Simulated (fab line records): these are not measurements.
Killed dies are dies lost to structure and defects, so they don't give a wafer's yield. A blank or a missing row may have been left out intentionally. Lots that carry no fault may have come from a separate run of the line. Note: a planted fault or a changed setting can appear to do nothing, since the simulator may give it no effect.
One fault seen from 2 desks / flow gf180mcu / each desk has only its own numbers; what lay behind them comes last

THE METROLOGY DESK
What the gauges read, lot by lot, whatever tool the lot ran on: means of the sampled wafers that have a number. A lot is out of limits, marked OUT, if its mean lies more than 4 standard deviations from the usual mean; the brackets give that distance.
Columns: A = STI_OXIDATION_THK at GF_STI_THK_MEAS_02, usual 10.06 nm; B = cd_nm at GF_HV_LDD_CD_MEAS_07, usual 400.1 nm; C = SALICIDE_TIN_RS at GF_SALICIDE_RS_MEAS_04, usual 16.2 ohm/sq
lot=L219; first seen here=day 1 14:34; A=10.03; B=401.9; C=16.7
lot=L221; first seen here=day 1 21:31; A=9.85; B=398.3; C=16.5
lot=L222; first seen here=day 2 02:31; A=9.90; B=400.6; C=16.5
lot=L223; first seen here=day 2 09:04; A=10.13; B=402.1; C=16.1
lot=L226; first seen here=day 2 23:02; A=10.15; B=399.2; C=16.0
lot=L227; first seen here=day 3 03:31; A=9.83; B=399.9; C=16.2
lot=L230; first seen here=day 3 20:41; A=10.27; B=401.5; C=15.8
lot=L233; first seen here=day 4 09:31; A=9.86; B=396.5; C=16.4
lot=L234; first seen here=day 4 14:54; A=10.40; B=398.0; C=16.3
lot=L235; first seen here=day 4 19:31; A=10.31; B=399.5; C=16.1
lot=L237; first seen here=day 5 05:31; A=10.12; B=400.5; C=16.1
lot=L238; first seen here=day 5 10:31; A=10.32; B=404.1; C=15.9
lot=L241; first seen here=day 6 01:32; A=10.18; B=399.5; C=16.3
lot=L242; first seen here=day 6 07:07; A=10.31; B=400.1; C=16.0
This desk found nothing out of limits on any of the 14 lots.

FOR THE TOOL OWNER'S DESK: implanter-02
For each lot that ran on this tool, the mean over its sampled wafers that have a number, from the tool's own readings at GF_DNWELL_IMPLANT_07. A lot is out of limits, marked OUT, if its mean lies more than 4 standard deviations from the usual mean; the brackets give that distance.
Columns: A = dose_ions_cm2 at GF_DNWELL_IMPLANT_07, usual 9.999e+12; B = faraday_current_uA at GF_DNWELL_IMPLANT_07, usual 56.3
lot=L219; first seen here=day 2 21:10; A=9.997e+12; B=57.3
lot=L223; first seen here=day 3 18:43; A=9.989e+12; B=56.1
lot=L226; first seen here=day 4 10:33; A=9.301e+12 (-58) OUT; B=52.7
lot=L230; first seen here=day 5 06:19; A=9.287e+12 (-59) OUT; B=52.0
Finding of this desk: L226, L230 out of limits; the first was L226 at day 4 10:33, on dose_ions_cm2 at GF_DNWELL_IMPLANT_07. L219, L223: within limits.

TAKEN TOGETHER
The tool owner's desk had the chance to raise an alarm at day 4 10:33 on L226, L230.
Nothing out of limits was seen by the metrology desk.
The metrology desk holds a record of L226, L230, inside its limits.
All the named lots went through GF_DNWELL_IMPLANT_07 on implanter-02.

WHAT THE SIMULATOR PUT IN
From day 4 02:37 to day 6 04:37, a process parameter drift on implanter-02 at GF_DNWELL_IMPLANT_07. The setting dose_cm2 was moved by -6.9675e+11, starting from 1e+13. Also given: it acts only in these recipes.
Shown lots that were struck: L226, L230.
Time in hours from fault onset to the first out-of-limits reading at each desk: the tool owner's desk, 8.
